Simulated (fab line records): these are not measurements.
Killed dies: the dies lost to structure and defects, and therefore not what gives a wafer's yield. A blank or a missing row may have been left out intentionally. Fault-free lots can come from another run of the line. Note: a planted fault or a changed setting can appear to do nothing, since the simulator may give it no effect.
fab line records | flow sky130
[record] lots = 24 wafers = 72 last_day = 50
route steps=708 shown CONTACT@431 VIA1@459 METAL2@498 METAL3@535 CAPM@549
lots untouched by any fault: they come from a run of this same line in which no faults occurred
start_h: hours from the record's opening day to when the first of the lot's shown wafers began | wait_h: hours from the lot's prior step to this one | " same as the row above | L1.1+2: a row that stands for several wafers | - value missing, or start not given | * or withheld: withheld | < > ~ a bound
route shown NAME@n: NAME is a module with steps in the file, n the number in the route of the first one | usual: mean/standard deviation taken from wafers without a fault | same: alike in all rows | chamber/n: place in a boat | sites: the reading at each site | _std_site: standard deviation across them | _edge_site: inner sites' mean taken away from outer sites' mean | radius_mm: how far each site lies from the wafer's centre | mask NAME#n: copy n | behind: tool/chamber where the wafer was last shaped | hold: cause of the lot's hold/its duration in hours/its outcome | device: whichever transistor did not switch (one of n, p or np) | end of line: tests run on the same wafers once the route is complete | step lacking rows: just its recipe | killed: at the first sort, the dies lost to defects and structure; wafer yield is something else | map: per-die view of a wafer (x killed, . not killed, _ where there is no die)
set.NAME: the run value of the setting; set.NAME@STEP: its run value at that earlier step | model.NAME: the simulator's own value behind a step, which no gauge read
one table for each step of the route and one row for each wafer, over a sample of lots
services: from which hour (start_h, from the record's first day; less than 0 if before it) a tool's chamber was out of use, for how many hours, and why
[[steps]]
[step SKY_CONTACT_RS_MEAS_25]
[recipe] thk_meas_gauge = four-point-probe reads = W_of_CONTACT_CVD_24+TiN_of_CONTACT_SPUTTER_23
[usual] CONTACT_W_RS = 0.338/0.0044
// columns lot.wafer tool chamber start_h wait_h CONTACT_W_RS[ohm/sq]
L074.2 film_metro-03 - 734.52 0.1 0.338
L074.3 " - " " 0.329
L074.6 " - " " 0.342
L075.1 film_metro-02 - 736.05 0.1 0.335
L075.3 " - " " 0.337
L075.4 " - " " 0.334
L076.1 film_metro-02 - 737.81 0.1 0.342
L076.2 " - " " 0.334
L076.5 " - " " 0.342
L077.3 film_metro-03 - 760.31 0.1 0.331
L077.4 " - " " 0.335
L077.5 " - " " 0.332
L079.1 film_metro-02 - 775.11 0.1 0.340
L079.2 " - " " 0.348
L079.5 " - " " 0.349
L078.1 film_metro-02 - 776.56 0.1 0.340
L078.2 " - " " 0.338
L078.5 " - " " 0.342
L082.1 film_metro-02 - 837.30 0.1 0.337
L082.2 " - " " 0.339
L082.5 " - " " 0.337
L084.3 film_metro-01 - 837.66 0.1 0.347
L084.4 " - " " 0.336
L084.6 " - " " 0.336
L080.1 film_metro-01 - 838.27 0.1 0.333
L080.4 " - " " 0.336
L080.6 " - " " 0.333
L081.1 film_metro-02 - 841.22 0.1 0.336
L081.2 " - " " 0.342
L081.4 " - " " 0.335
L085.3 film_metro-03 - 841.60 0.1 0.334
L085.5 " - " " 0.337
L085.6 " - " " 0.343
L087.2 film_metro-01 - 841.74 0.1 0.340
L087.5 " - " " 0.336
L087.6 " - " " 0.343
L086.1 film_metro-03 - 842.80 0.1 0.334
L086.2 " - " " 0.340
L086.3 " - " " 0.340
L083.1 film_metro-03 - 843.14 0.1 0.337
L083.3 " - " " 0.341
L083.5 " - " " 0.346
L088.1 film_metro-03 - 843.46 0.1 0.337
L088.2 " - " " 0.340
L088.4 " - " " 0.337
L089.1 film_metro-03 - 844.05 0.1 0.346
L089.2 " - " " 0.338
L089.4 " - " " 0.344
L090.2 film_metro-01 - 858.53 0.1 0.338
L090.4 " - " " 0.345
L090.6 " - " " 0.342
L091.1 film_metro-01 - 859.70 0.1 0.342
L091.3 " - " " 0.342
L091.5 " - " " 0.335
L092.2 film_metro-01 - 864.18 0.1 0.332
L092.4 " - " " 0.343
L092.5 " - " " 0.340
L093.1 film_metro-03 - 877.25 0.1 0.331
L093.2 " - " " 0.336
L093.3 " - " " 0.332
L094.2 film_metro-03 - 877.96 0.1 0.339
L094.4 " - " " 0.339
L094.5 " - " " 0.336
L095.1 film_metro-02 - 884.41 0.1 0.336
L095.3 " - " " 0.331
L095.5 " - " " 0.341
L096.1 film_metro-01 - 922.29 0.1 0.342
L096.3 " - " " 0.347
L096.5 " - " " 0.342
L097.1 film_metro-01 - 922.62 0.1 0.345
L097.3 " - " " 0.348
L097.4 " - " " 0.336
[step SKY_VIA1_THK_MEAS_01]
[recipe] reads = SiO2_of_VIA1_HDPCVD_00
[usual] VIA1_HDPCVD_THK = 1021/10
// columns lot.wafer tool chamber start_h wait_h VIA1_HDPCVD_THK[nm]
L074.2 film_metro-01 - 762.74 0.1 1016
L074.3 " - " " 1050
L074.6 " - " " 1013
L075.1 film_metro-03 - 763.61 0.1 1030
L075.3 " - " " 1009
L075.4 " - " " 1037
L076.1 film_metro-04 - 766.08 0.1 1007
L076.2 " - " " 1038
L076.5 " - " " 1038
L077.3 film_metro-01 - 789.05 0.1 1036
L077.4 " - " " 1036
L077.5 " - " " 1025
L079.1 film_metro-03 - 803.47 0.1 1024
L079.2 " - " " 1025
L079.5 " - " " 1021
L078.1 film_metro-04 - 804.33 0.1 1031
L078.2 " - " " 1016
L078.5 " - " " 998
L082.1 film_metro-03 - 865.15 0.1 1009
L082.2 " - " " 1012
L082.5 " - " " 1003
L080.1 film_metro-01 - 866.13 0.1 1017
L080.4 " - " " 1016
L080.6 " - " " 1018
L084.3 film_metro-03 - 866.31 0.1 1024
L084.4 " - " " 1027
L084.6 " - " " 1045
L081.1 film_metro-01 - 869.29 0.1 1024
L081.2 " - " " 1017
L081.4 " - " " 1023
L085.3 film_metro-03 - 869.74 0.1 1025
L085.5 " - " " 1028
L085.6 " - " " 1014
L087.2 film_metro-01 - 870.08 0.1 1019
L087.5 " - " " 1017
L087.6 " - " " 1012
L083.1 film_metro-03 - 871.02 0.1 1014
L083.3 " - " " 1018
L083.5 " - " " 1013
L086.1 film_metro-01 - 871.11 0.1 1021
L086.2 " - " " 1032
L086.3 " - " " 1030
L088.1 film_metro-03 - 871.31 0.1 1021
L088.2 " - " " 1021
L088.4 " - " " 1022
L089.1 film_metro-03 - 871.78 0.1 1016
L089.2 " - " " 1031
L089.4 " - " " 1015
L090.2 film_metro-04 - 885.80 0.1 1022
L090.4 " - " " 1022
L090.6 " - " " 1023
L091.1 film_metro-01 - 887.01 0.1 1023
L091.3 " - " " 1012
L091.5 " - " " 1011
L092.2 film_metro-01 - 891.28 0.1 1032
L092.4 " - " " 1027
L092.5 " - " " 1018
L093.1 film_metro-03 - 904.45 0.1 1022
L093.2 " - " " 1035
L093.3 " - " " 1032
L094.2 film_metro-04 - 905.38 0.1 1005
L094.4 " - " " 999
L094.5 " - " " 1007
L095.1 film_metro-01 - 911.36 0.1 1024
L095.3 " - " " 1042
L095.5 " - " " 1030
L096.1 film_metro-04 - 948.88 0.1 1018
L096.3 " - " " 1023
L096.5 " - " " 1012
L097.1 film_metro-01 - 948.89 0.1 1037
L097.3 " - " " 1039
L097.4 " - " " 1033
[step SKY_VIA1_THK_MEAS_23]
[recipe] thk_meas_gauge = xrf reads = W_of_VIA1_CVD_21
[usual] VIA1_W_THK = 266/3.5
// columns lot.wafer tool chamber start_h wait_h VIA1_W_THK[nm]
L074.2 film_metro-04 - 790.35 0.1 262
L074.3 " - " " 263
L074.6 " - " " 261
L075.1 film_metro-03 - 792.10 0.1 267
L075.3 " - " " 268
L075.4 " - " " 270
L076.1 film_metro-01 - 794.77 0.1 262
L076.2 " - " " 264
L076.5 " - " " 262
L077.3 film_metro-01 - 816.69 0.1 263
L077.4 " - " " 264
L077.5 " - " " 269
L079.1 film_metro-04 - 831.14 0.1 263
L079.2 " - " " 262
L079.5 " - " " 266
L078.1 film_metro-04 - 832.59 0.1 269
L078.2 " - " " 267
L078.5 " - " " 267
L082.1 film_metro-04 - 892.71 0.1 269
L082.2 " - " " 272
L082.5 " - " " 270
L080.1 film_metro-03 - 893.50 0.1 269
L080.4 " - " " 268
L080.6 " - " " 266
L084.3 film_metro-04 - 894.07 0.1 271
L084.4 " - " " 267
L084.6 " - " " 268
L081.1 film_metro-03 - 896.88 0.1 266
L081.2 " - " " 266
L081.4 " - " " 263
L085.3 film_metro-04 - 897.27 0.1 271
L085.5 " - " " 273
L085.6 " - " " 272
L087.2 film_metro-04 - 897.57 0.1 273
L087.5 " - " " 267
L087.6 " - " " 272
L083.1 film_metro-03 - 897.91 0.1 267
L083.3 " - " " 265
L083.5 " - " " 269
L086.1 film_metro-03 - 898.21 0.1 270
L086.2 " - " " 269
L086.3 " - " " 273
L088.1 film_metro-04 - 898.56 0.1 267
L088.2 " - " " 263
L088.4 " - " " 263
L089.1 film_metro-01 - 899.04 0.1 270
L089.2 " - " " 268
L089.4 " - " " 267
L090.2 film_metro-01 - 913.44 0.1 266
L090.4 " - " " 270
L090.6 " - " " 267
L091.1 film_metro-03 - 914.93 0.1 267
L091.3 " - " " 266
L091.5 " - " " 259
L092.2 film_metro-01 - 918.35 0.1 269
L092.4 " - " " 272
L092.5 " - " " 272
L093.1 film_metro-04 - 931.06 0.1 267
L093.2 " - " " 264
L093.3 " - " " 268
L094.2 film_metro-03 - 932.44 0.1 273
L094.4 " - " " 272
L094.5 " - " " 271
L095.1 film_metro-01 - 937.92 0.1 263
L095.3 " - " " 266
L095.5 " - " " 267
L096.1 film_metro-03 - 974.00 0.1 264
L096.3 " - " " 260
L096.5 " - " " 261
L097.1 film_metro-01 - 974.49 0.1 268
L097.3 " - " " 268
L097.4 " - " " 258
[step SKY_METAL2_CD_MEAS_15]
[recipe] target_cd_nm = 140
[usual] cd_nm = 139.9/1.4
// columns lot.wafer tool chamber start_h wait_h cd_nm
L074.2 cd_sem-02 - 816.68 - 137.0
L074.3 " - " " 138.9
L074.6 " - " " 138.3
L075.1 cd_sem-02 - 819.04 - 140.9
L075.3 " - " " 139.3
L075.4 " - " " 141.5
L076.1 cd_sem-01 - 821.69 - 137.4
L076.2 " - " " 139.2
L076.5 " - " " 137.9
L077.3 cd_sem-02 - 842.81 - 139.4
L077.4 " - " " 140.0
L077.5 " - " " 139.9
L079.1 cd_sem-01 - 858.14 - 139.3
L079.2 " - " " 141.4
L079.5 " - " " 140.6
L078.1 cd_sem-02 - 859.51 - 139.0
L078.2 " - " " 139.2
L078.5 " - " " 139.6
L082.1 cd_sem-02 - 918.96 - 137.8
L082.2 " - " " 137.9
L082.5 " - " " 138.9
L080.1 cd_sem-02 - 919.31 - 139.6
L080.4 " - " " 140.8
L080.6 " - " " 139.4
L084.3 cd_sem-02 - 920.89 - 138.6
L084.4 " - " " 141.0
L084.6 " - " " 139.7
L081.1 cd_sem-02 - 922.51 - 141.9
L081.2 " - " " 141.0
L081.4 " - " " 141.3
L085.3 cd_sem-02 - 922.90 - 139.4
L085.5 " - " " 138.9
L085.6 " - " " 138.1
L087.2 cd_sem-01 - 923.88 - 140.8
L087.5 " - " " 139.1
L087.6 " - " " 140.0
L083.1 cd_sem-02 - 923.99 - 140.0
L083.3 " - " " 139.9
L083.5 " - " " 140.6
L086.1 cd_sem-01 - 924.51 - 138.0
L086.2 " - " " 139.2
L086.3 " - " " 140.0
L088.1 cd_sem-02 - 924.95 - 139.3
L088.2 " - " " 140.1
L088.4 " - " " 139.8
L089.1 cd_sem-01 - 925.30 - 139.3
L089.2 " - " " 139.6
L089.4 " - " " 139.8
L090.2 cd_sem-02 - 939.43 - 137.5
L090.4 " - " " 138.0
L090.6 " - " " 138.6
L091.1 cd_sem-01 - 940.36 - 141.9
L091.3 " - " " 141.3
L091.5 " - " " 141.2
L092.2 cd_sem-02 - 943.56 - 140.8
L092.4 " - " " 138.3
L092.5 " - " " 140.3
L093.1 cd_sem-01 - 955.86 - 140.3
L093.2 " - " " 141.4
L093.3 " - " " 140.8
L094.2 cd_sem-02 - 957.76 - 139.3
L094.4 " - " " 139.8
L094.5 " - " " 141.4
L095.1 cd_sem-02 - 961.60 - 144.5
L095.3 " - " " 143.2
L095.5 " - " " 142.2
L096.1 cd_sem-02 - 997.81 - 138.7
L096.3 " - " " 139.4
L096.5 " - " " 139.7
L097.1 cd_sem-01 - 998.16 - 141.0
L097.3 " - " " 142.3
L097.4 " - " " 141.8
[step SKY_METAL3_SPUTTER_03]
[recipe] material = Ti target_thk_nm = 5 power_w = 3000 time_s = 3.3 chamber_pressure_pa = 0.4
[usual] chamber_pressure_pa = 0.4000/0.00085 throttle_valve_pct = 30.6/0.86
// columns lot.wafer tool chamber start_h wait_h chamber_pressure_pa throttle_valve_pct
L074.2 pvd_sputter-01 - 845.68 0.0 0.3983 30.0
L074.3 " - " " 0.4016 29.9
L074.6 " - " " 0.3995 29.7
L075.1 pvd_sputter-01 - 847.83 0.0 0.4015 29.5
L075.3 " - " " 0.4002 29.9
L075.4 " - " " 0.4002 31.8
L076.1 pvd_sputter-03 - 850.17 0.0 0.3997 30.8
L076.2 " - " " 0.3990 29.4
L076.5 " - " " 0.3990 29.4
L077.3 pvd_sputter-03 - 872.04 0.0 0.4004 31.1
L077.4 " - " " 0.4003 29.2
L077.5 " - " " 0.4003 30.9
L079.1 pvd_sputter-04 - 887.23 0.0 0.4008 31.3
L079.2 " - " " 0.3996 30.4
L079.5 " - " " 0.3988 29.7
L078.1 pvd_sputter-01 - 889.42 0.0 0.3981 29.8
L078.2 " - " " 0.4004 29.8
L078.5 " - " " 0.3992 31.8
L082.1 pvd_sputter-01 - 947.42 0.0 0.4007 29.9
L082.2 " - " " 0.3997 31.9
L082.5 " - " " 0.3997 29.6
L080.1 pvd_sputter-04 - 947.94 0.0 0.3997 29.8
L080.4 " - " " 0.3988 31.0
L080.6 " - " " 0.3988 30.1
L084.3 pvd_sputter-04 - 948.92 0.0 0.3993 31.2
L084.4 " - " " 0.4013 30.9
L084.6 " - " " 0.3995 31.1
L081.1 pvd_sputter-04 - 950.48 0.0 0.3998 30.3
L081.2 " - " " 0.4003 31.0
L081.4 " - " " 0.3995 29.8
L085.3 pvd_sputter-03 - 951.45 0.0 0.3987 30.7
L085.5 " - " " 0.3979 30.6
L085.6 " - " " 0.4019 31.3
L083.1 pvd_sputter-01 - 952.35 0.0 0.4000 29.9
L083.3 " - " " 0.3995 29.7
L083.5 " - " " 0.4010 29.9
L087.2 pvd_sputter-04 - 952.95 0.0 0.4009 30.0
L087.5 " - " " 0.4006 30.3
L087.6 " - " " 0.4002 29.5
L086.1 pvd_sputter-01 - 953.25 0.0 0.3999 31.9
L086.2 " - " " 0.3996 29.6
L086.3 " - " " 0.3993 29.8
L088.1 pvd_sputter-03 - 953.85 0.0 0.3979 30.4
L088.2 " - " " 0.4000 30.8
L088.4 " - " " 0.4006 32.0
L089.1 pvd_sputter-04 - 954.15 0.0 0.3991 31.0
L089.2 " - " " 0.4010 31.3
L089.4 " - " " 0.3992 29.8
L090.2 pvd_sputter-04 - 966.18 0.0 0.4004 29.7
L090.4 " - " " 0.4006 31.0
L090.6 " - " " 0.3993 30.0
L091.1 pvd_sputter-03 - 967.57 0.0 0.3992 29.4
L091.3 " - " " 0.3994 31.3
L091.5 " - " " 0.4003 29.4
L092.2 pvd_sputter-03 - 971.16 0.0 0.4008 31.1
L092.4 " - " " 0.4008 32.0
L092.5 " - " " 0.4006 30.7
L093.1 pvd_sputter-03 - 982.29 0.0 0.4014 30.5
L093.2 " - " " 0.4010 29.3
L093.3 " - " " 0.4015 32.2
L094.2 pvd_sputter-03 - 984.19 0.0 0.4008 30.7
L094.4 " - " " 0.4011 30.6
L094.5 " - " " 0.4015 30.5
L095.1 pvd_sputter-03 - 988.63 0.0 0.3999 31.0
L095.3 " - " " 0.3994 30.7
L095.5 " - " " 0.3997 31.0
L096.1 pvd_sputter-01 - 1024.52 0.0 0.4001 30.0
L096.3 " - " " 0.3986 30.0
L096.5 " - " " 0.4015 29.7
L097.1 pvd_sputter-03 - 1024.59 0.0 0.4000 31.0
L097.3 " - " " 0.4004 30.6
L097.4 " - " " 0.4002 30.5
[step SKY_CAPM_OVL_MEAS_12]
[usual] CAPM_OVL = -0.3/1.4
// columns lot.wafer tool chamber start_h wait_h CAPM_OVL[nm]
L074.2 overlay-01 - 871.44 0.1 -0.1
L074.3 " - " " 2.7
L074.6 " - " " 1.0
L075.1 overlay-01 - 874.12 0.2 -0.5
L075.3 " - " " -1.6
L075.4 " - " " 0.3
L076.1 overlay-01 - 875.94 0.1 -3.8
L076.2 " - " " -2.8
L076.5 " - " " -2.1
L077.3 overlay-01 - 898.07 0.1 -2.5
L077.4 " - " " 0.3
L077.5 " - " " -0.1
L079.1 overlay-02 - 913.16 0.1 1.6
L079.2 " - " " 3.4
L079.5 " - " " 2.4
L078.1 overlay-01 - 915.21 0.1 -1.1
L078.2 " - " " 1.4
L078.5 " - " " -0.3
L082.1 overlay-02 - 970.66 0.1 1.6
L082.2 " - " " 0.6
L082.5 " - " " 1.4
L080.1 overlay-02 - 971.26 0.1 -1.1
L080.4 " - " " -1.5
L080.6 " - " " -1.7
L084.3 overlay-02 - 972.25 0.1 -1.7
L084.4 " - " " -2.9
L084.6 " - " " 0.6
L081.1 overlay-02 - 974.21 0.1 -1.1
L081.2 " - " " 0.0
L081.4 " - " " -2.1
L085.3 overlay-01 - 974.80 0.1 0.4
L085.5 " - " " 1.5
L085.6 " - " " 0.4
L083.1 overlay-01 - 975.79 0.1 -1.1
L083.3 " - " " 0.0
L083.5 " - " " -0.8
L087.2 overlay-02 - 976.57 0.1 -0.7
L087.5 " - " " 0.1
L087.6 " - " " -1.3
L086.1 overlay-02 - 976.67 0.1 -0.8
L086.2 " - " " 0.9
L086.3 " - " " 0.9
L088.1 overlay-01 - 976.86 0.1 -0.7
L088.2 " - " " 0.1
L088.4 " - " " -0.3
L089.1 overlay-01 - 977.46 0.1 -0.2
L089.2 " - " " -0.3
L089.4 " - " " 0.4
L090.2 overlay-02 - 989.72 0.1 -0.6
L090.4 " - " " -0.5
L090.6 " - " " 0.0
L091.1 overlay-01 - 991.12 0.1 -0.5
L091.3 " - " " -0.3
L091.5 " - " " -1.5
L092.2 overlay-01 - 993.99 0.1 2.0
L092.4 " - " " 0.6
L092.5 " - " " 0.0
L093.1 overlay-01 - 1005.39 0.1 -0.8
L093.2 " - " " -1.3
L093.3 " - " " -1.5
L094.2 overlay-02 - 1007.64 0.1 -1.2
L094.4 " - " " -1.1
L094.5 " - " " -2.2
L095.1 overlay-01 - 1011.91 0.1 -0.5
L095.3 " - " " -0.1
L095.5 " - " " -0.7
L096.1 overlay-02 - 1045.77 0.1 0.1
L096.3 " - " " -1.5
L096.5 " - " " -0.1
L097.1 overlay-01 - 1046.07 0.1 -1.8
L097.3 " - " " 0.0
L097.4 " - " " -1.8
[[services]]
// columns tool chamber start_h hours kind
pvd_sputter-03 - 827.79 2.2 repair
pvd_sputter-03 - 884.65 4.8 repair
pvd_sputter-01 - 892.73 1.5 repair
pvd_sputter-01 - 909.74 6.6 repair
pvd_sputter-04 2 930.16 - consumable_replace:kit
pvd_sputter-04 2 930.16 18.0 scheduled_down
pvd_sputter-04 2 930.16 18.0 vent_cycle
pvd_sputter-04 - 933.35 0.9 repair
pvd_sputter-01 - 957.11 1.5 repair
pvd_sputter-04 - 967.48 2.1 repair
pvd_sputter-01 1 971.41 - consumable_replace:kit
pvd_sputter-01 1 971.41 18.0 scheduled_down
pvd_sputter-01 1 971.41 18.0 vent_cycle
pvd_sputter-03 1 1020.88 - consumable_replace:kit
pvd_sputter-03 1 1020.88 18.0 scheduled_down
pvd_sputter-03 1 1020.88 18.0 vent_cycle
[[key]]
fault none
